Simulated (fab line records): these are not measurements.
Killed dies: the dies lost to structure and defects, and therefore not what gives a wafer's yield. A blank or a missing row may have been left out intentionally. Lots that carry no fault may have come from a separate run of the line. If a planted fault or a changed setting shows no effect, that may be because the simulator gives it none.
fab line records :: flow gf180mcu
record:
  lots: 6
  wafers: 18
  lastDay: 33
route steps=602 shown VT_IMPLANT@117
lots that met no fault: taken from a fault-free run of the same line
startH: the number of hours between the record's first day and the start of the first shown wafer of the lot :: waitH: time in hours since the lot's previous step :: " identical to the entry in the row above :: L1.1+2: a row that stands for several wafers :: - no value, or no start was given :: * or withheld: withheld :: < > ~ a bound
route shown NAME@n: a module of which the file shows steps, and the number in the route of the first :: usual: the fault-free wafers' mean and standard deviation :: same: alike in all rows :: chamber/n: place in a boat :: sites: the reading at each site :: _std_site: standard deviation across them :: _edge_site: inner sites' mean taken away from outer sites' mean :: radiusMm: for every site, how far away it sits from the centre of the wafer :: mask NAME#n: copy n :: behind: the tool/chamber that last shaped the wafer :: hold: what put the lot on hold/how long, in hours/how the hold closed :: device: names the non-switching transistor (n, p or np) :: end of line: the tests these same wafers got at the end of their route :: for a step that has no rows: nothing shown but its recipe :: killed: count of dies lost to structure and defects at first sort (not the wafer's yield) :: map: a wafer's dies, marking killed ones x, the rest . and places with no die _
set.NAME: setting as actually run; set.NAME@STEP: the setting as run at that earlier step :: model.NAME: the simulator's own value behind a step, which no gauge read
lots at some steps of the route; a table a step, a row a wafer
services: from which hour (startH, from the record's first day; less than 0 if before it) a tool's chamber was out of use, for how many hours, and why
== steps ==
step: GF_VT_IMPLANT_PEB_27
recipe:
  tempC: withheld
  timeS: *
  resist: NOVOLAK
step: GF_VT_IMPLANT_DEVELOP_28
recipe:
  developTimeS: 60
  devTempC: 23
step: GF_VT_IMPLANT_OVL_MEAS_29
usual:
  VT_IMPLANT_02_OVL: 0.7/1.3
lot.wafer: L302.2
tool: overlay-02
chamber: -
startH: 161.71
waitH: 0.1
VT_IMPLANT_02_OVL[nm]: -3.1

lot.wafer: L302.3
tool: overlay-02
chamber: -
startH: 161.71
waitH: 0.1
VT_IMPLANT_02_OVL[nm]: -0.4

lot.wafer: L302.4
tool: overlay-02
chamber: -
startH: 161.71
waitH: 0.1
VT_IMPLANT_02_OVL[nm]: -0.1

lot.wafer: L304.2
tool: overlay-02
chamber: -
startH: 173.46
waitH: 0.1
VT_IMPLANT_02_OVL[nm]: 0.9

lot.wafer: L304.3
tool: overlay-02
chamber: -
startH: 173.46
waitH: 0.1
VT_IMPLANT_02_OVL[nm]: 2.3

lot.wafer: L304.5
tool: overlay-02
chamber: -
startH: 173.46
waitH: 0.1
VT_IMPLANT_02_OVL[nm]: 1.9

lot.wafer: L306.1
tool: overlay-02
chamber: -
startH: 182.20
waitH: 0.1
VT_IMPLANT_02_OVL[nm]: 1.1

lot.wafer: L306.2
tool: overlay-02
chamber: -
startH: 182.20
waitH: 0.1
VT_IMPLANT_02_OVL[nm]: 0.9

lot.wafer: L306.4
tool: overlay-02
chamber: -
startH: 182.20
waitH: 0.1
VT_IMPLANT_02_OVL[nm]: 0.9

lot.wafer: L317.1
tool: overlay-01
chamber: -
startH: 254.70
waitH: 0.1
VT_IMPLANT_02_OVL[nm]: 0.7

lot.wafer: L317.4
tool: overlay-01
chamber: -
startH: 254.70
waitH: 0.1
VT_IMPLANT_02_OVL[nm]: -0.4

lot.wafer: L317.6
tool: overlay-01
chamber: -
startH: 254.70
waitH: 0.1
VT_IMPLANT_02_OVL[nm]: 1.7

lot.wafer: L319.3
tool: overlay-01
chamber: -
startH: 265.95
waitH: 0.1
VT_IMPLANT_02_OVL[nm]: 0.1

lot.wafer: L319.5
tool: overlay-01
chamber: -
startH: 265.95
waitH: 0.1
VT_IMPLANT_02_OVL[nm]: -0.6

lot.wafer: L319.6
tool: overlay-01
chamber: -
startH: 265.95
waitH: 0.1
VT_IMPLANT_02_OVL[nm]: 0.7

lot.wafer: L320.2
tool: overlay-02
chamber: -
startH: 270.09
waitH: 0.1
VT_IMPLANT_02_OVL[nm]: -0.1

lot.wafer: L320.3
tool: overlay-02
chamber: -
startH: 270.09
waitH: 0.1
VT_IMPLANT_02_OVL[nm]: 0.3

lot.wafer: L320.4
tool: overlay-02
chamber: -
startH: 270.09
waitH: 0.1
VT_IMPLANT_02_OVL[nm]: 2.0
step: GF_VT_IMPLANT_IMPLANT_30
recipe:
  species: B
  energyKev: 25
  doseCm2: 2.534e+12
  tiltDeg: 7
step: GF_VT_IMPLANT_STRIP_31
recipe:
  chemistry: O2/N2
  powerW: 1400
  pressureMtorr: 1500
  platenTempC: 250
  o2FlowSccm: 3000
  n2FlowSccm: 300
  overashFraction: 0.5
usual:
  drypumpMotorCurrentA: 6.0/0.39
  heaterPowerW: 321/20
  oesProductAu: 0.716/0.0043
  stripTimeToEndpointS: 12.62/0.037
lot.wafer: L302.2
tool: plasmaAsher-04
chamber: 1
startH: 161.89
waitH: 0.1
drypumpMotorCurrentA: 5.1
heaterPowerW: 281
oesProductAu: 0.715
rfHoursCounterH: 53
stripTimeToEndpointS: 12.63

lot.wafer: L302.3
tool: plasmaAsher-04
chamber: 1
startH: 161.89
waitH: 0.1
drypumpMotorCurrentA: 5.1
heaterPowerW: 280
oesProductAu: 0.712
rfHoursCounterH: -
stripTimeToEndpointS: 12.59

lot.wafer: L302.4
tool: plasmaAsher-04
chamber: 0
startH: 161.89
waitH: 0.1
drypumpMotorCurrentA: 6.2
heaterPowerW: 318
oesProductAu: 0.727
rfHoursCounterH: -
stripTimeToEndpointS: 12.61

lot.wafer: L304.2
tool: plasmaAsher-03
chamber: 1
startH: 173.64
waitH: 0.1
drypumpMotorCurrentA: 6.0
heaterPowerW: 316
oesProductAu: 0.714
rfHoursCounterH: 40
stripTimeToEndpointS: 12.65

lot.wafer: L304.3
tool: plasmaAsher-03
chamber: 0
startH: 173.64
waitH: 0.1
drypumpMotorCurrentA: 6.5
heaterPowerW: 334
oesProductAu: 0.714
rfHoursCounterH: -
stripTimeToEndpointS: 12.68

lot.wafer: L304.5
tool: plasmaAsher-03
chamber: 1
startH: 173.64
waitH: 0.1
drypumpMotorCurrentA: 6.0
heaterPowerW: 323
oesProductAu: 0.719
rfHoursCounterH: -
stripTimeToEndpointS: 12.68

lot.wafer: L306.1
tool: plasmaAsher-02
chamber: 1
startH: 182.39
waitH: 0.1
drypumpMotorCurrentA: 5.7
heaterPowerW: 346
oesProductAu: 0.718
rfHoursCounterH: 8
stripTimeToEndpointS: 12.65

lot.wafer: L306.2
tool: plasmaAsher-02
chamber: 0
startH: 182.39
waitH: 0.1
drypumpMotorCurrentA: 6.0
heaterPowerW: 305
oesProductAu: 0.714
rfHoursCounterH: 8
stripTimeToEndpointS: 12.68

lot.wafer: L306.4
tool: plasmaAsher-02
chamber: 1
startH: 182.39
waitH: 0.1
drypumpMotorCurrentA: 5.7
heaterPowerW: 347
oesProductAu: 0.723
rfHoursCounterH: -
stripTimeToEndpointS: 12.63

lot.wafer: L317.1
tool: plasmaAsher-03
chamber: 1
startH: 254.89
waitH: 0.1
drypumpMotorCurrentA: 6.1
heaterPowerW: 327
oesProductAu: 0.715
rfHoursCounterH: 49
stripTimeToEndpointS: 12.63

lot.wafer: L317.4
tool: plasmaAsher-03
chamber: 0
startH: 254.89
waitH: 0.1
drypumpMotorCurrentA: 6.5
heaterPowerW: 334
oesProductAu: 0.723
rfHoursCounterH: -
stripTimeToEndpointS: 12.56

lot.wafer: L317.6
tool: plasmaAsher-03
chamber: 0
startH: 254.89
waitH: 0.1
drypumpMotorCurrentA: 6.5
heaterPowerW: 334
oesProductAu: 0.726
rfHoursCounterH: -
stripTimeToEndpointS: 12.64

lot.wafer: L319.3
tool: plasmaAsher-02
chamber: 1
startH: 266.16
waitH: 0.1
drypumpMotorCurrentA: 5.7
heaterPowerW: 341
oesProductAu: 0.711
rfHoursCounterH: -
stripTimeToEndpointS: 12.64

lot.wafer: L319.5
tool: plasmaAsher-02
chamber: 0
startH: 266.16
waitH: 0.1
drypumpMotorCurrentA: 6.0
heaterPowerW: 301
oesProductAu: 0.720
rfHoursCounterH: -
stripTimeToEndpointS: 12.64

lot.wafer: L319.6
tool: plasmaAsher-02
chamber: 1
startH: 266.16
waitH: 0.1
drypumpMotorCurrentA: 5.7
heaterPowerW: 350
oesProductAu: 0.715
rfHoursCounterH: -
stripTimeToEndpointS: 12.68

lot.wafer: L320.2
tool: plasmaAsher-02
chamber: 1
startH: 270.27
waitH: 0.1
drypumpMotorCurrentA: 5.7
heaterPowerW: 342
oesProductAu: 0.718
rfHoursCounterH: 17
stripTimeToEndpointS: 12.59

lot.wafer: L320.3
tool: plasmaAsher-02
chamber: 0
startH: 270.27
waitH: 0.1
drypumpMotorCurrentA: 6.0
heaterPowerW: 302
oesProductAu: 0.714
rfHoursCounterH: -
stripTimeToEndpointS: 12.62

lot.wafer: L320.4
tool: plasmaAsher-02
chamber: 1
startH: 270.27
waitH: 0.1
drypumpMotorCurrentA: 5.7
heaterPowerW: 351
oesProductAu: 0.715
rfHoursCounterH: -
stripTimeToEndpointS: 12.61
step: GF_VT_IMPLANT_TW_MEAS_32
usual:
  VT_IMPLANT_3_TW: 268.3/2.2
lot.wafer: L302.2
tool: filmMetro-04
chamber: -
startH: 162.00
waitH: 0.1
VT_IMPLANT_3_TW: 268.0

lot.wafer: L302.3
tool: filmMetro-04
chamber: -
startH: 162.00
waitH: 0.1
VT_IMPLANT_3_TW: 268.7

lot.wafer: L302.4
tool: filmMetro-04
chamber: -
startH: 162.00
waitH: 0.1
VT_IMPLANT_3_TW: 269.0

lot.wafer: L304.2
tool: filmMetro-01
chamber: -
startH: 173.75
waitH: 0.1
VT_IMPLANT_3_TW: 267.7

lot.wafer: L304.3
tool: filmMetro-01
chamber: -
startH: 173.75
waitH: 0.1
VT_IMPLANT_3_TW: 269.2

lot.wafer: L304.5
tool: filmMetro-01
chamber: -
startH: 173.75
waitH: 0.1
VT_IMPLANT_3_TW: 268.9

lot.wafer: L306.1
tool: filmMetro-02
chamber: -
startH: 182.49
waitH: 0.1
VT_IMPLANT_3_TW: 264.2

lot.wafer: L306.2
tool: filmMetro-02
chamber: -
startH: 182.49
waitH: 0.1
VT_IMPLANT_3_TW: 264.5

lot.wafer: L306.4
tool: filmMetro-02
chamber: -
startH: 182.49
waitH: 0.1
VT_IMPLANT_3_TW: 266.0

lot.wafer: L317.1
tool: filmMetro-01
chamber: -
startH: 254.99
waitH: 0.1
VT_IMPLANT_3_TW: 269.5

lot.wafer: L317.4
tool: filmMetro-01
chamber: -
startH: 254.99
waitH: 0.1
VT_IMPLANT_3_TW: 267.7

lot.wafer: L317.6
tool: filmMetro-01
chamber: -
startH: 254.99
waitH: 0.1
VT_IMPLANT_3_TW: 270.4

lot.wafer: L319.3
tool: filmMetro-04
chamber: -
startH: 266.24
waitH: 0.1
VT_IMPLANT_3_TW: 270.3

lot.wafer: L319.5
tool: filmMetro-04
chamber: -
startH: 266.24
waitH: 0.1
VT_IMPLANT_3_TW: 270.2

lot.wafer: L319.6
tool: filmMetro-04
chamber: -
startH: 266.24
waitH: 0.1
VT_IMPLANT_3_TW: 269.5

lot.wafer: L320.2
tool: filmMetro-04
chamber: -
startH: 270.38
waitH: 0.1
VT_IMPLANT_3_TW: 269.7

lot.wafer: L320.3
tool: filmMetro-04
chamber: -
startH: 270.38
waitH: 0.1
VT_IMPLANT_3_TW: 270.4

lot.wafer: L320.4
tool: filmMetro-04
chamber: -
startH: 270.38
waitH: 0.1
VT_IMPLANT_3_TW: 270.0
step: GF_VT_IMPLANT_DEHYDRATE_33
recipe:
  tempC: 200
  timeS: 60
step: GF_VT_IMPLANT_HMDS_34
recipe:
  primeTimeS: 60
  primeTempC: 120
step: GF_VT_IMPLANT_COAT_35
recipe:
  resist: NOVOLAK
  spinRpm: 3000
  resistThkNm: 1000
step: GF_VT_IMPLANT_SOFTBAKE_36
recipe:
  tempC: 90
  timeS: 60
  resist: NOVOLAK
step: GF_VT_IMPLANT_EXPOSE_37
recipe:
  maskId: Nwell_HV_AREA
  targetCdNm: 860
  na: 0.6
  sourceShape: conventional
  sigmaOuter: 0.6
  doseMj: 140
step: GF_VT_IMPLANT_PEB_38
recipe:
  tempC: withheld
  timeS: *
  resist: NOVOLAK
step: GF_VT_IMPLANT_DEVELOP_39
recipe:
  developTimeS: 60
  devTempC: 23
usual:
  chillPlateTempC: 22.98/0.1
  developTimeS: 60/0
lot.wafer: L302.2
tool: lithoTrack-02
chamber: 0
startH: 177.96
waitH: 0.1
chillPlateTempC: 23.11
developTimeS: 60

lot.wafer: L302.3
tool: lithoTrack-02
chamber: 0
startH: 177.96
waitH: 0.1
chillPlateTempC: 23.17
developTimeS: 60

lot.wafer: L302.4
tool: lithoTrack-02
chamber: 0
startH: 177.96
waitH: 0.1
chillPlateTempC: 23.04
developTimeS: 60

lot.wafer: L304.2
tool: lithoTrack-02
chamber: -
startH: 189.56
waitH: 0.1
chillPlateTempC: -
developTimeS: -

lot.wafer: L304.3
tool: lithoTrack-02
chamber: -
startH: 189.56
waitH: 0.1
chillPlateTempC: -
developTimeS: -

lot.wafer: L304.5
tool: lithoTrack-02
chamber: -
startH: 189.56
waitH: 0.1
chillPlateTempC: -
developTimeS: -

lot.wafer: L306.1
tool: lithoTrack-04
chamber: -
startH: 199.35
waitH: 0.1
chillPlateTempC: -
developTimeS: -

lot.wafer: L306.2
tool: lithoTrack-04
chamber: -
startH: 199.35
waitH: 0.1
chillPlateTempC: -
developTimeS: -

lot.wafer: L306.4
tool: lithoTrack-04
chamber: -
startH: 199.35
waitH: 0.1
chillPlateTempC: -
developTimeS: -

lot.wafer: L317.1
tool: lithoTrack-02
chamber: 0
startH: 273.34
waitH: 0.1
chillPlateTempC: 22.81
developTimeS: 60

lot.wafer: L317.4
tool: lithoTrack-02
chamber: 0
startH: 273.34
waitH: 0.1
chillPlateTempC: 22.87
developTimeS: 60

lot.wafer: L317.6
tool: lithoTrack-02
chamber: 0
startH: 273.34
waitH: 0.1
chillPlateTempC: 22.83
developTimeS: 60

lot.wafer: L319.3
tool: lithoTrack-04
chamber: 0
startH: 285.85
waitH: 0.1
chillPlateTempC: 22.75
developTimeS: 60

lot.wafer: L319.5
tool: lithoTrack-04
chamber: 0
startH: 285.85
waitH: 0.1
chillPlateTempC: 22.91
developTimeS: 60

lot.wafer: L319.6
tool: lithoTrack-04
chamber: 0
startH: 285.85
waitH: 0.1
chillPlateTempC: 22.90
developTimeS: 60

lot.wafer: L320.2
tool: lithoTrack-03
chamber: 0
startH: 289.82
waitH: 0.1
chillPlateTempC: 23.04
developTimeS: 60

lot.wafer: L320.3
tool: lithoTrack-03
chamber: 0
startH: 289.82
waitH: 0.1
chillPlateTempC: 22.98
developTimeS: 60

lot.wafer: L320.4
tool: lithoTrack-03
chamber: 0
startH: 289.82
waitH: 0.1
chillPlateTempC: 22.94
developTimeS: 60
step: GF_VT_IMPLANT_OVL_MEAS_40
usual:
  VT_IMPLANT_03_OVL: 0.9/1.5
lot.wafer: L302.2
tool: overlay-01
chamber: -
startH: 178.09
waitH: 0.1
VT_IMPLANT_03_OVL[nm]: 3.1

lot.wafer: L302.3
tool: overlay-01
chamber: -
startH: 178.09
waitH: 0.1
VT_IMPLANT_03_OVL[nm]: 1.7

lot.wafer: L302.4
tool: overlay-01
chamber: -
startH: 178.09
waitH: 0.1
VT_IMPLANT_03_OVL[nm]: 1.5

lot.wafer: L304.2
tool: overlay-01
chamber: -
startH: 189.69
waitH: 0.1
VT_IMPLANT_03_OVL[nm]: -

lot.wafer: L304.3
tool: overlay-01
chamber: -
startH: 189.69
waitH: 0.1
VT_IMPLANT_03_OVL[nm]: -

lot.wafer: L304.5
tool: overlay-01
chamber: -
startH: 189.69
waitH: 0.1
VT_IMPLANT_03_OVL[nm]: -

lot.wafer: L306.1
tool: overlay-01
chamber: -
startH: 199.50
waitH: 0.1
VT_IMPLANT_03_OVL[nm]: -

lot.wafer: L306.2
tool: overlay-01
chamber: -
startH: 199.50
waitH: 0.1
VT_IMPLANT_03_OVL[nm]: -

lot.wafer: L306.4
tool: overlay-01
chamber: -
startH: 199.50
waitH: 0.1
VT_IMPLANT_03_OVL[nm]: -

lot.wafer: L317.1
tool: overlay-02
chamber: -
startH: 273.49
waitH: 0.1
VT_IMPLANT_03_OVL[nm]: 0.3

lot.wafer: L317.4
tool: overlay-02
chamber: -
startH: 273.49
waitH: 0.1
VT_IMPLANT_03_OVL[nm]: 3.4

lot.wafer: L317.6
tool: overlay-02
chamber: -
startH: 273.49
waitH: 0.1
VT_IMPLANT_03_OVL[nm]: 0.3

lot.wafer: L319.3
tool: overlay-01
chamber: -
startH: 285.96
waitH: 0.1
VT_IMPLANT_03_OVL[nm]: -0.7

lot.wafer: L319.5
tool: overlay-01
chamber: -
startH: 285.96
waitH: 0.1
VT_IMPLANT_03_OVL[nm]: 4.1

lot.wafer: L319.6
tool: overlay-01
chamber: -
startH: 285.96
waitH: 0.1
VT_IMPLANT_03_OVL[nm]: 1.9

lot.wafer: L320.2
tool: overlay-01
chamber: -
startH: 289.96
waitH: 0.1
VT_IMPLANT_03_OVL[nm]: 1.2

lot.wafer: L320.3
tool: overlay-01
chamber: -
startH: 289.96
waitH: 0.1
VT_IMPLANT_03_OVL[nm]: 0.8

lot.wafer: L320.4
tool: overlay-01
chamber: -
startH: 289.96
waitH: 0.1
VT_IMPLANT_03_OVL[nm]: 0.2
== services ==
tool: plasmaAsher-02
chamber: -
startH: 147.51
hours: 2.6
kind: repair

tool: plasmaAsher-03
chamber: -
startH: 177.88
hours: 2.0
kind: repair

tool: plasmaAsher-04
chamber: -
startH: 190.15
hours: 0.7
kind: repair

tool: plasmaAsher-03
chamber: -
startH: 208.36
hours: 0.5
kind: repair

tool: plasmaAsher-03
chamber: -
startH: 213.73
hours: 0.3
kind: repair

tool: plasmaAsher-04
chamber: -
startH: 213.96
hours: 2.2
kind: repair

tool: plasmaAsher-04
chamber: -
startH: 238.04
hours: 0.6
kind: repair

tool: plasmaAsher-03
chamber: -
startH: 246.89
hours: 0.9
kind: repair

tool: plasmaAsher-02
chamber: -
startH: 285.41
hours: 55.8
kind: repair
== key ==
firstSign:
  step: GF_VT_IMPLANT_DEVELOP_39
  reading: toolRecord
  direction: missing
effect none on later readings
metAt GF_VT_IMPLANT_DEVELOP_39
struckWafers L304.2,L304.3,L304.5,L306.1,L306.2,L306.4
laterRowsLeftOut L304.2,L304.3,L304.5,L306.1,L306.2,L306.4
sortLeftOut L304.2,L304.3,L304.5,L306.1,L306.2,L306.4
testerLeftOut L304,L306
onsetBetween 177.96 189.56
fault:
  kind: skippedStepWhole
  tool: lithoTrack-02,lithoTrack-04
  chamber: -
  onsetH: 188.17
  steps: GF_VT_IMPLANT_DEVELOP_39
  scope: struckLotsOnly
testerLeftOut: of these lots the tester's yield and bins aren't shown, on N5 and GAA mostly nor the transistor test; their killed dies are dies lost to structure and defects alone, not to doping, threshold or leakage, so they don't give the yield
sortLeftOut: the simulated sort isn't trusted on such a fault, so these wafers' sort isn't shown, and their yield isn't known
laterRowsLeftOut: the simulator's readings of these wafers behind a module that went badly wrong aren't trusted and aren't shown, but for the sort
